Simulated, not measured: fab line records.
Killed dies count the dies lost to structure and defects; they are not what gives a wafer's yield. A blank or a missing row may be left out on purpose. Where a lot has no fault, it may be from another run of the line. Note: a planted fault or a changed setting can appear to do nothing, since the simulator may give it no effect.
Struck lot and sound lot, side by side    flow sky130    36 steps out of a route of 708
Sound: the wafers L902.1, L902.5, L902.6. Struck: wafers L911.2, L911.3, L911.6. Last of all comes the cause.
For every step that has rows: the tool of each side, followed by ch and its chambers, followed by its first start. Under that, the readings that differ: sound wafers    struck wafers    difference of the means    sigmas: that difference in standard deviations of wafers without a fault.
alike: a reading whose means differ by less than 2 such deviations, as well as words and numbers matching on both sides. not compared: withheld readings; readings where some wafer has no value; bounds like >300 that might hide an equal value; numbers whose values overlap and for which the record gives no deviation.
The two part at a step that has a row with sigmas, a row that says differs or no value, or rows on one side only. Numbers that have no deviation but don't overlap get no sigmas and don't part them. Lack of a reading on every wafer of one side parts them only where that side has two or more wafers.

first, 7 steps without rows for these wafers: SKY_SONOS_TUNNEL_DEVELOP_06 (develop time 60 s); SKY_SONOS_TUNNEL_IMPLANT_09; SKY_SONOS_TUNNEL_WET_ETCH_10 (etches SiO2 in dHF, target depth 14 nm, time 280 s); SKY_SONOS_TUNNEL_STRIP_11 (strips in SPM, time 600 s); SKY_SONOS_TUNNEL_CLEAN_13 (cleans in dHF, time 20 s); SKY_SONOS_ONO_OXIDATION_00 (stabilise 600 s, purge 300 s, target thk 2.6 nm); SKY_SONOS_ONO_CVD_02 (deposits Si3N4 from DCS/NH3, target thk 10.5 nm, time 180 s).
SKY_SONOS_ONO_CVD_04: deposits SiO2 from SiH4/N2O, target thk 5.7199 nm.
  sound on lpcvd-03 ch 1, day 15 01:13; struck on lpcvd-03 ch 0, day 18 04:03
reading                                     sound              struck             difference  sigmas
zone power centre pct (%)                   17.9 17.7 17.7     20.1 19.6 20.3     +2.2        +2
zone power upper pct (%)                    16.8 17.0 16.9     18.3 18.7 18.0     +1.4        +2
model.SiO2_of_SONOS_ONO_CVD_04.thk nm (nm)  5.535 5.658 5.633  4.756 4.752 4.749  -0.856      
SKY_SONOS_ONO_THK_MEAS_05:
  sound on film metro-04 at day 15 02:28; struck on film metro-04 at day 18 05:19
reading                    sound           struck          difference  sigmas
SONOS_ONO_CVD_04_THK (nm)  5.50 5.68 5.67  4.76 4.75 4.68  -0.89       -9
then, 23 steps without rows for these wafers: SKY_SONOS_ONO_DEHYDRATE_06 (time 60 s); SKY_SONOS_ONO_HMDS_07 (prime time 60 s); SKY_SONOS_ONO_COAT_08 (resist thk 1140 nm); SKY_SONOS_ONO_SOFTBAKE_09 (time 60 s); SKY_SONOS_ONO_EXPOSE_10 (exposes mask ONOM, target cd 410 nm); SKY_SONOS_ONO_PEB_11; SKY_SONOS_ONO_DEVELOP_12 (develop time 60 s); SKY_SONOS_ONO_ETCH_15 (etches the open film in CHF3/O2, target depth 19.52 nm, time 7.8 s); SKY_SONOS_ONO_WET_ETCH_16 (etches SiO2 in dHF, target depth 14 nm, time 280 s); SKY_SONOS_ONO_STRIP_17 (strips in O2/N2); SKY_SONOS_ONO_WET_ETCH_18 (etches Si3N4 in H3PO4, target depth 15 nm, time 172 s); SKY_GATE_OXIDE_CLEAN_00 (cleans in SC1/SC2, time 150 s); SKY_GATE_OXIDE_OXIDATION_01 (stabilise 600 s, purge 300 s, target thk 10.268 nm); SKY_GATE_OXIDE_DEHYDRATE_03 (time 60 s); SKY_GATE_OXIDE_HMDS_04 (prime time 60 s); SKY_GATE_OXIDE_COAT_05 (resist thk 1140 nm); SKY_GATE_OXIDE_SOFTBAKE_06 (time 60 s); SKY_GATE_OXIDE_EXPOSE_07 (exposes mask LVOM, target cd 600 nm); SKY_GATE_OXIDE_PEB_08; SKY_GATE_OXIDE_DEVELOP_09 (develop time 60 s); SKY_GATE_OXIDE_IMPLANT_11; SKY_GATE_OXIDE_WET_ETCH_12 (etches SiO2 in dHF, target depth 16.8 nm, time 336 s); SKY_GATE_OXIDE_STRIP_13 (strips in O2/N2).
-- the record jumps here: 3 days lie between the struck wafers' starts before and after --
SKY_GATE_OXIDE_CLEAN_15: cleans in SC1/SC2, time 150 s.
  sound on wet bench-03 ch 2, day 17 12:42; struck on wet bench-03 ch 1, day 20 19:54
reading                                     sound              struck            difference  sigmas
bath guard temp C (C)                       69.3 69.7 69.7     71.1 71.4 71.3    +1.7        +3
model.SiO2_of_SONOS_ONO_CVD_04.thk nm (nm)  4.014 4.136 4.115  3.249 3.243 3.24  -0.844      
-- the record jumps here: 21 days lie between the struck wafers' starts before and after (it left off in module GATE_OXIDE and takes up again in module METAL2, whose first step shown is number 500 of the route) --
SKY_METAL2_DESCUM_17: chemistry O2, time 8 s.
  sound on rie metal-03 ch 0,1, day 38 17:16; struck on rie metal-01 ch 0,1, day 41 08:01
reading                  sound            struck           difference  sigmas
model.METAL2.cd nm (nm)  140 139.6 140.8  157 157.5 156.9  +17         
  alike: drypump motor current A, oes product au
  not compared: rf hours counter h
SKY_METAL2_METAL_ETCH_19: etches the open film in Cl2/BCl3, stops on SiO2, target depth 360 nm, time 78 s.
  sound on rie metal-03 ch 0,1, day 38 17:21; struck on rie metal-01 ch 0,1, day 41 08:07
reading                  sound            struck             difference  sigmas
model.METAL2.cd nm (nm)  142 140.6 145.3  159.8 159.3 156.9  +16.0       
  alike: bias w, drypump motor current A, oes product au, throttle valve pct
  not compared: rf hours counter h
-- the record jumps here: 9 days lie between the struck wafers' starts before and after (it left off in module METAL2 and takes up again in module PAD_OPEN, whose first step shown is number 708 of the route) --
SKY_PAD_OPEN_PROBE_99:
  sound on prober-01 at day 50 00:34; struck on prober-01 at day 50 12:10
reading                                  sound                 struck                difference  sigmas
killed at front end                      19 20 23              5 14 15               -9          -2
model.etest.sonos erased.drive ua um     178.8 165.7 166.8     238.2 224.8 262.4     +71.4       
model.etest.sonos uncharged.r on ohm um  820.7 806.2 825       777.6 779.5 781       -37.9       
model.etest.met2.width nm (nm)           140.3 139.7 144.3     161.7 163.6 157.2     +19.4       
model.etest.cap ono.gate log10 a cm2     -7.816 -8.023 -8.033  -6.524 -6.437 -6.533  +1.459      
model.etest.cap ono.gate bv v (V)        16.43 16.8 16.31      15.11 15.05 14.76     -1.54       
model.etest.cap ono.tox acc nm (nm)      12.9 12.95 12.95      11.8 11.75 11.71      -1.2        
model.etest.sonos programmed.vt v (V)    1.455 1.431 1.468     1.877 1.88 1.885      +0.429      
model.etest.sonos baked.vt v (V)         1.01 0.9414 0.9777    1.222 1.238 1.242     +0.258      
  alike: killed_at_M0_to_M3, killed_at_M4_up, killed at contacts, killed at other, killed dies, killed on rim, killed open, killed short

WHERE THEY PART
Last at SKY_PAD_OPEN_PROBE_99 as far as this record goes, first at SKY_SONOS_ONO_CVD_04.

WHY: what the simulator had put in
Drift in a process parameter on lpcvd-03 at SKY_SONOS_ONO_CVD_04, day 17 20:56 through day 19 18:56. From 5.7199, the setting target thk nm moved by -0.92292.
